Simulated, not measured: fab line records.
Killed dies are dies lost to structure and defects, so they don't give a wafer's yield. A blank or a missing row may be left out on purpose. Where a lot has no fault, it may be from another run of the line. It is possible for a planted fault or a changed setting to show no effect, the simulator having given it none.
fab line records + flow sfq_line
record:
- lots: 6
- wafers: 18
- last_day: 83
route steps=325 shown M1@68 I1@73
lots that met no fault: from a run of the same line without faults
start_h: the number of hours between the record's first day and the start of the first shown wafer of the lot + wait_h: hours since the lot's step before + " repeats the value in the row above + L1.1+2: several wafers, shown together as one row + - no value, or no start was given + * or withheld: withheld + < > ~ a bound
route shown NAME@n: NAME is a module with steps in the file, n the number in the route of the first one + usual: mean and standard deviation over wafers with no fault + same: alike in all rows + chamber/n: place in a boat + sites: the reading at each site + _std_site: their standard deviation + _edge_site: mean of outer sites minus mean of inner sites + radius_mm: for every site, how far away it sits from the centre of the wafer + mask NAME#n: copy n + behind: the most recent tool/chamber to have shaped the wafer + hold: what put the lot on hold/how long, in hours/how the hold closed + device: transistor that didn't switch, given as n, p or np + end of line: at the end of the route, the tests of the same wafers + a step without rows: its recipe alone + killed: not the wafer's yield, but the dies lost to structure and defects at the first sort + map: the dies of a wafer, with x for killed, . for not killed, _ for no die there
set.NAME: setting as actually run; set.NAME@STEP: the setting as run at that earlier step + model.NAME: the simulator's own value behind a step, which no gauge read
a table for each step, a row for each wafer; lots at some steps of the route
services: when a tool's chamber went out of use (start_h, in hours from the record's first day, below 0 if earlier), for how many hours, and the reason
== steps ==
step: SFQ_M1_OVL_MEAS_911
usual:
- M1_OVL: -3/6
| lot.wafer | tool       | chamber | start_h | wait_h | M1_OVL[nm] |
|-----------|------------|---------|---------|--------|------------|
| L890.1    | overlay-01 | -       | 426.59  | 0.1    | 2          |
| L890.3    | "          | -       | "       | "      | -2         |
| L890.4    | "          | -       | "       | "      | 4          |
| L898.1    | overlay-01 | -       | 541.72  | 0.1    | -8         |
| L898.4    | "          | -       | "       | "      | -13        |
| L898.6    | "          | -       | "       | "      | -9         |
| L899.2    | overlay-01 | -       | 546.43  | 0.1    | -10        |
| L899.5    | "          | -       | "       | "      | 2          |
| L899.6    | "          | -       | "       | "      | -3         |
| L902.1    | overlay-01 | -       | 567.85  | 0.2    | -13        |
| L902.2    | "          | -       | "       | "      | -12        |
| L902.5    | "          | -       | "       | "      | -11        |
| L903.1    | overlay-01 | -       | 577.42  | 0.1    | 5          |
| L903.2    | "          | -       | "       | "      | -4         |
| L903.4    | "          | -       | "       | "      | -5         |
| L908.2    | overlay-02 | -       | 626.80  | 0.1    | -2         |
| L908.3    | "          | -       | "       | "      | 6          |
| L908.4    | "          | -       | "       | "      | 0          |
step: SFQ_TRILAYER_M1_BARC_OPEN_METAL_ETCH_054
recipe:
- mask_material: PR
- chemistry: O2
- target_depth_nm: 125
- target: BARC
- icp_w: 600
- bias_w: 80
- pressure_mtorr: 10
- time_s: 41.7
usual:
- drypump_motor_current_A: 5.3/0.34
- oes_product_au: 0.685/0.0051
| lot.wafer | tool         | chamber | start_h | wait_h | drypump_motor_current_A | oes_product_au | rf_hours_counter_h |
|-----------|--------------|---------|---------|--------|-------------------------|----------------|--------------------|
| L890.1    | rie_metal-03 | 0       | 426.63  | 0.0    | 4.7                     | 0.686          | 23                 |
| L890.3    | "            | 1       | "       | "      | 5.8                     | 0.681          | -                  |
| L890.4    | "            | 0       | "       | "      | 4.8                     | 0.690          | -                  |
| L898.1    | rie_metal-03 | 1       | 541.75  | 0.0    | 5.7                     | 0.691          | 86                 |
| L898.4    | "            | 0       | "       | "      | 4.8                     | 0.690          | -                  |
| L898.6    | "            | 1       | "       | "      | 5.7                     | 0.684          | -                  |
| L899.2    | rie_metal-01 | 1       | 546.46  | 0.0    | 5.6                     | 0.680          | 111                |
| L899.5    | "            | 1       | "       | "      | 5.6                     | 0.689          | -                  |
| L899.6    | "            | 0       | "       | "      | 5.2                     | 0.685          | -                  |
| L902.1    | rie_metal-01 | 0       | 567.89  | 0.0    | 5.2                     | 0.684          | 137                |
| L902.2    | "            | 1       | "       | "      | 5.6                     | 0.683          | 114                |
| L902.5    | "            | 0       | "       | "      | 5.2                     | 0.696          | -                  |
| L903.1    | rie_metal-03 | 0       | 577.46  | 0.0    | 4.8                     | 0.690          | 53                 |
| L903.2    | "            | 1       | "       | "      | 5.8                     | 0.689          | 93                 |
| L903.4    | "            | 0       | "       | "      | 4.8                     | 0.684          | -                  |
| L908.2    | rie_metal-01 | 0       | 626.83  | 0.0    | 5.2                     | 0.680          | 147                |
| L908.3    | "            | 1       | "       | "      | 5.6                     | 0.691          | -                  |
| L908.4    | "            | 0       | "       | "      | 5.2                     | 0.677          | -                  |
step: SFQ_TRILAYER_M1_ETCH_METAL_ETCH_042
recipe:
- target: Nb
- stop_on: SiO2
- mask_material: PR
- chemistry: Cl2/Ar
- target_depth_nm: 240
- icp_w: 600
- bias_w: 80
- pressure_mtorr: 10
- time_s: 120
usual:
- drypump_motor_current_A: 5.3/0.34
- oes_product_au: 0.895/0.0069
| lot.wafer | tool         | chamber | start_h | wait_h | drypump_motor_current_A | oes_product_au | rf_hours_counter_h |
|-----------|--------------|---------|---------|--------|-------------------------|----------------|--------------------|
| L890.1    | rie_metal-03 | 0       | 426.69  | 0.0    | 4.8                     | 0.885          | 23                 |
| L890.3    | "            | 1       | "       | "      | 5.7                     | 0.896          | -                  |
| L890.4    | "            | 0       | "       | "      | 4.8                     | 0.884          | -                  |
| L898.1    | rie_metal-03 | 1       | 541.81  | 0.0    | 5.7                     | 0.886          | 86                 |
| L898.4    | "            | 0       | "       | "      | 4.8                     | 0.885          | -                  |
| L898.6    | "            | 1       | "       | "      | 5.8                     | 0.894          | -                  |
| L899.2    | rie_metal-01 | 1       | 546.52  | 0.0    | 5.6                     | 0.890          | 111                |
| L899.5    | "            | 1       | "       | "      | 5.6                     | 0.894          | -                  |
| L899.6    | "            | 0       | "       | "      | 5.2                     | 0.896          | -                  |
| L902.1    | rie_metal-01 | 0       | 567.95  | 0.0    | 5.2                     | 0.900          | 137                |
| L902.2    | "            | 1       | "       | "      | 5.6                     | 0.907          | 114                |
| L902.5    | "            | 0       | "       | "      | 5.2                     | 0.901          | -                  |
| L903.1    | rie_metal-03 | 0       | 577.52  | 0.0    | 4.8                     | 0.902          | 53                 |
| L903.2    | "            | 1       | "       | "      | 5.7                     | 0.905          | 93                 |
| L903.4    | "            | 0       | "       | "      | 4.7                     | 0.914          | -                  |
| L908.2    | rie_metal-01 | 0       | 626.89  | 0.0    | 5.2                     | 0.896          | 147                |
| L908.3    | "            | 1       | "       | "      | 5.6                     | 0.899          | -                  |
| L908.4    | "            | 0       | "       | "      | 5.2                     | 0.906          | -                  |
step: SFQ_TRILAYER_M1_STRIP_STRIP_043
recipe:
- gas: O2
- power_w: 200
- platen_temp_c: 40
- overash_fraction: 0.65
- chemistry: O2
- pressure_mtorr: 50
step: SFQ_TRILAYER_M1_STRIP_SOLV_CLEAN_044
recipe:
- chemistry: NMP
- temp_c: 70
- time_s: 600
step: SFQ_TRILAYER_I1_DEP_PECVD_045
recipe:
- material: SiO2
- temp_c: 150
- time_s: 111.11
- pressure_torr: 2.4
- rf_w: 183.3
- precursor: SiH4/N2O
- target_thk_nm: 500
usual:
- heater_power_w: 82/13
- throttle_valve_pct: 24.4/1.3
| lot.wafer | tool     | chamber | start_h | wait_h | heater_power_w | since_wet_clean_h | throttle_valve_pct |
|-----------|----------|---------|---------|--------|----------------|-------------------|--------------------|
| L890.1    | pecvd-04 | 0       | 427.60  | 0.0    | 79             | 589               | 24.9               |
| L890.3    | "        | 2       | "       | "      | 68             | 589               | 23.8               |
| L890.4    | "        | 2       | "       | "      | 69             | -                 | 23.5               |
| L898.1    | pecvd-04 | 0       | 542.71  | 0.0    | 77             | 704               | 25.7               |
| L898.4    | "        | 0       | "       | "      | 79             | -                 | 25.4               |
| L898.6    | "        | 1       | "       | "      | 107            | -                 | 24.9               |
| L899.2    | pecvd-04 | 1       | 547.42  | 0.0    | 112            | 709               | 24.9               |
| L899.5    | "        | 1       | "       | "      | 112            | -                 | 24.9               |
| L899.6    | "        | 0       | "       | "      | 81             | -                 | 25.4               |
| L902.1    | pecvd-02 | 2       | 568.85  | 0.0    | 78             | 361               | 22.6               |
| L902.2    | "        | 0       | "       | "      | 93             | 361               | 24.8               |
| L902.5    | "        | 2       | "       | "      | 83             | -                 | 22.7               |
| L903.1    | pecvd-01 | 0       | 578.42  | 0.0    | 78             | 1                 | 22.7               |
| L903.2    | "        | 2       | "       | "      | 74             | 1                 | 24.0               |
| L903.4    | "        | 2       | "       | "      | 78             | -                 | 24.0               |
| L908.2    | pecvd-04 | 1       | 627.97  | 0.0    | 102            | 789               | 25.4               |
| L908.3    | "        | 0       | "       | "      | 77             | 789               | 26.0               |
| L908.4    | "        | 1       | "       | "      | 113            | -                 | 25.2               |
step: SFQ_TRILAYER_I1_CMP_CMP_046
recipe:
- material: SiO2
- down_force_psi: 3
- platen_rpm: 60
- pad_velocity_m_s: 0.94248
usual:
- motor_current_A: 9.3/0.7
- platen_rpm: 60.01/0.043
- time_to_endpoint_s: 216/7
| lot.wafer | tool   | chamber | start_h | wait_h | motor_current_A | platen_rpm | time_to_endpoint_s |
|-----------|--------|---------|---------|--------|-----------------|------------|--------------------|
| L890.3    | cmp-02 | 2       | 428.36  | 0.7    | 8.7             | 60.00      | 217                |
| L890.4    | "      | 3       | "       | "      | 8.6             | 60.05      | 225                |
| L890.1    | "      | 1       | 429.86  | 2.2    | 9.3             | 60.00      | 211                |
| L898.1    | cmp-01 | 2       | 551.92  | 9.2    | 9.9             | 60.02      | 218                |
| L898.4    | "      | 0       | 552.92  | 10.1   | 9.3             | 59.97      | 223                |
| L898.6    | "      | 3       | 554.42  | 11.6   | 10.5            | 60.08      | 211                |
| L899.2    | cmp-01 | 1       | 558.92  | 11.5   | 9.9             | 59.99      | 218                |
| L899.5    | "      | 3       | 559.92  | 12.4   | 10.8            | 59.94      | 226                |
| L899.6    | "      | 0       | "       | "      | 9.0             | 59.99      | 232                |
| L902.2    | cmp-02 | 3       | 587.00  | 18.1   | 8.9             | 59.98      | 205                |
| L902.1    | "      | 0       | "       | "      | 8.5             | 59.95      | 212                |
| L902.5    | "      | 2       | 588.50  | 19.6   | 9.1             | 59.96      | 208                |
| L903.2    | cmp-01 | 2       | 593.40  | 14.9   | 10.1            | 59.98      | 213                |
| L903.4    | "      | 3       | "       | "      | 10.5            | 60.05      | 222                |
| L903.1    | "      | 0       | "       | "      | 8.9             | 60.03      | 210                |
| L908.4    | cmp-02 | 2       | 643.00  | 15.0   | 8.7             | 60.00      | 209                |
| L908.3    | "      | 3       | "       | "      | 8.9             | 59.99      | 213                |
| L908.2    | "      | 1       | 644.50  | 16.5   | 9.1             | 60.08      | 213                |
step: SFQ_I1_BOW_MEAS_912
recipe:
- mode: bow
usual:
- I1_BOW: 2/7.4
| lot.wafer | tool          | chamber | start_h | wait_h | I1_BOW[um] |
|-----------|---------------|---------|---------|--------|------------|
| L890.1    | film_metro-01 | -       | 431.36  | 1.0    | 9          |
| L890.3    | "             | -       | "       | "      | 4          |
| L890.4    | "             | -       | "       | "      | 9          |
| L898.1    | film_metro-03 | -       | 554.92  | 2.5    | 12         |
| L898.4    | "             | -       | "       | "      | 3          |
| L898.6    | "             | -       | "       | "      | 17         |
| L899.2    | film_metro-03 | -       | 560.94  | 1.5    | 9          |
| L899.5    | "             | -       | "       | "      | 2          |
| L899.6    | "             | -       | "       | "      | 11         |
| L902.1    | film_metro-01 | -       | 589.00  | 1.0    | -9         |
| L902.2    | "             | -       | "       | "      | -3         |
| L902.5    | "             | -       | "       | "      | 6          |
| L903.1    | film_metro-01 | -       | 595.90  | 1.0    | 18         |
| L903.2    | "             | -       | "       | "      | 0          |
| L903.4    | "             | -       | "       | "      | 9          |
| L908.2    | film_metro-01 | -       | 646.02  | 1.0    | -7         |
| L908.3    | "             | -       | "       | "      | 10         |
| L908.4    | "             | -       | "       | "      | 1          |
step: SFQ_TRILAYER_I1_METRO_MEASURE_047
usual:
- thk_nm: 200.3/0.92
| lot.wafer | tool          | chamber | start_h | wait_h | thk_nm |
|-----------|---------------|---------|---------|--------|--------|
| L890.1    | film_metro-01 | -       | 431.48  | 0.1    | 198.7  |
| L890.3    | "             | -       | "       | "      | 200.2  |
| L890.4    | "             | -       | "       | "      | 200.6  |
| L898.1    | film_metro-03 | -       | 555.04  | 0.1    | 201.0  |
| L898.4    | "             | -       | "       | "      | 200.5  |
| L898.6    | "             | -       | "       | "      | 201.1  |
| L899.2    | film_metro-03 | -       | 561.24  | 0.3    | 200.4  |
| L899.5    | "             | -       | "       | "      | 201.0  |
| L899.6    | "             | -       | "       | "      | 201.7  |
| L902.1    | film_metro-01 | -       | 589.12  | 0.1    | 198.1  |
| L902.2    | "             | -       | "       | "      | 199.5  |
| L902.5    | "             | -       | "       | "      | 198.5  |
| L903.1    | film_metro-01 | -       | 596.02  | 0.1    | 201.0  |
| L903.2    | "             | -       | "       | "      | 201.1  |
| L903.4    | "             | -       | "       | "      | 200.3  |
| L908.2    | film_metro-01 | -       | 646.32  | 0.3    | 199.3  |
| L908.3    | "             | -       | "       | "      | 200.9  |
| L908.4    | "             | -       | "       | "      | 199.8  |
step: SFQ_TRILAYER_I1_VIA_LITHO_COAT_054
recipe:
- resist: BARC
- spin_rpm: 3000
- resist_thk_nm: 63.13
step: SFQ_TRILAYER_I1_VIA_LITHO_COAT_049
recipe:
- resist: KrF
- spin_rpm: 3000
- resist_thk_nm: 650
step: SFQ_TRILAYER_I1_VIA_LITHO_SOFTBAKE_053
recipe:
- temp_c: withheld
- time_s: withheld
- resist: KrF
step: SFQ_TRILAYER_I1_VIA_LITHO_EXPOSE_050
recipe:
- mask_id: I1
- na: 0.6
- source_shape: conventional
- sigma_outer: 0.65
- target_cd_nm: 500
- dose_mj: 21.3
usual:
- exposure_dose_mJ_cm2: 21.299/0.021
- focus_offset_nm: -0.1/0.49
- sigma_outer: 0.65/0
| lot.wafer | tool           | chamber | start_h | wait_h | mask | exposure_dose_mJ_cm2 | focus_offset_nm | sigma_outer |
|-----------|----------------|---------|---------|--------|------|----------------------|-----------------|-------------|
| L890.1    | krf_scanner-01 | 0       | 460.21  | -      | I1#0 | 21.286               | 0.3             | 0.65        |
| L890.3    | "              | 0       | "       | "      | I1#0 | 21.293               | -0.4            | 0.65        |
| L890.4    | "              | 0       | "       | "      | I1#0 | 21.277               | 0.2             | 0.65        |
| L898.1    | krf_scanner-01 | -       | 560.32  | -      | I1#0 | -                    | -               | -           |
| L898.4    | "              | -       | "       | "      | I1#0 | -                    | -               | -           |
| L898.6    | "              | -       | "       | "      | I1#0 | -                    | -               | -           |
| L899.2    | krf_scanner-01 | -       | 565.32  | -      | I1#0 | -                    | -               | -           |
| L899.5    | "              | -       | "       | "      | I1#0 | -                    | -               | -           |
| L899.6    | "              | -       | "       | "      | I1#0 | -                    | -               | -           |
| L902.1    | krf_scanner-01 | 0       | 594.34  | -      | I1#0 | 21.282               | 0.0             | 0.65        |
| L902.2    | "              | 0       | "       | "      | I1#0 | 21.317               | -0.3            | 0.65        |
| L902.5    | "              | 0       | "       | "      | I1#0 | 21.337               | -0.5            | 0.65        |
| L903.1    | krf_scanner-01 | 0       | 599.14  | -      | I1#0 | 21.319               | -0.6            | 0.65        |
| L903.2    | "              | 0       | "       | "      | I1#0 | 21.318               | -0.2            | 0.65        |
| L903.4    | "              | 0       | "       | "      | I1#0 | 21.260               | 0.5             | 0.65        |
| L908.2    | krf_scanner-02 | 0       | 788.30  | -      | I1#0 | 21.310               | 0.0             | 0.65        |
| L908.3    | "              | 0       | "       | "      | I1#0 | 21.319               | 0.5             | 0.65        |
| L908.4    | "              | 0       | "       | "      | I1#0 | 21.304               | 0.2             | 0.65        |
step: SFQ_TRILAYER_I1_VIA_LITHO_PEB_052
recipe:
- peb_temp_c: 115
- peb_time_s: 60
- resist: KrF
== services ==
| tool           | chamber | start_h | hours | kind   |
|----------------|---------|---------|-------|--------|
| rie_metal-01   | -       | 427.14  | 14.6  | pm     |
| film_metro-01  | -       | 432.68  | 0.9   | pm     |
| krf_scanner-01 | -       | 433.71  | 1.3   | pm     |
| rie_metal-01   | 0       | 443.13  | 12.8  | repair |
| krf_scanner-01 | -       | 449.73  | 0.1   | repair |
| krf_scanner-01 | -       | 465.01  | 0.8   | pm     |
| krf_scanner-01 | -       | 475.36  | 3.6   | pm     |
| pecvd-04       | 1       | 482.45  | 10.7  | repair |
| krf_scanner-01 | -       | 496.92  | 1.0   | pm     |
| krf_scanner-01 | -       | 498.34  | 0.2   | repair |
| rie_metal-01   | 0       | 509.01  | 4.1   | repair |
| film_metro-01  | -       | 514.21  | 0.8   | pm     |
| pecvd-04       | 1       | 523.58  | 7.0   | repair |
| krf_scanner-01 | -       | 579.52  | 4.0   | pm     |
| film_metro-01  | -       | 588.22  | 0.6   | pm     |
| krf_scanner-01 | -       | 608.64  | 1.3   | pm     |
| krf_scanner-01 | -       | 612.34  | 1.5   | pm     |
| krf_scanner-01 | -       | 665.92  | 1.0   | pm     |
| film_metro-01  | -       | 678.22  | 0.7   | pm     |
| krf_scanner-01 | -       | 693.81  | 0.2   | repair |
| film_metro-01  | -       | 739.35  | 17.0  | repair |
| krf_scanner-01 | -       | 748.37  | 21.0  | pm     |
| rie_metal-03   | -       | 749.91  | 2.8   | pm     |
| krf_scanner-01 | -       | 784.54  | 1.3   | pm     |
== key ==
first_sign:
- step: SFQ_TRILAYER_I1_VIA_LITHO_EXPOSE_050
- reading: tool_record
- direction: missing
effect none on later readings
met_at SFQ_TRILAYER_I1_VIA_LITHO_EXPOSE_050
struck_wafers L898.1,L898.4,L898.6,L899.2,L899.5,L899.6
onset_between 460.21 560.32
fault:
- kind: skipped_step_whole
- tool: krf_scanner-01
- chamber: -
- onset_h: 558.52
- steps: SFQ_TRILAYER_I1_VIA_LITHO_EXPOSE_050
- scope: struck_lots_only
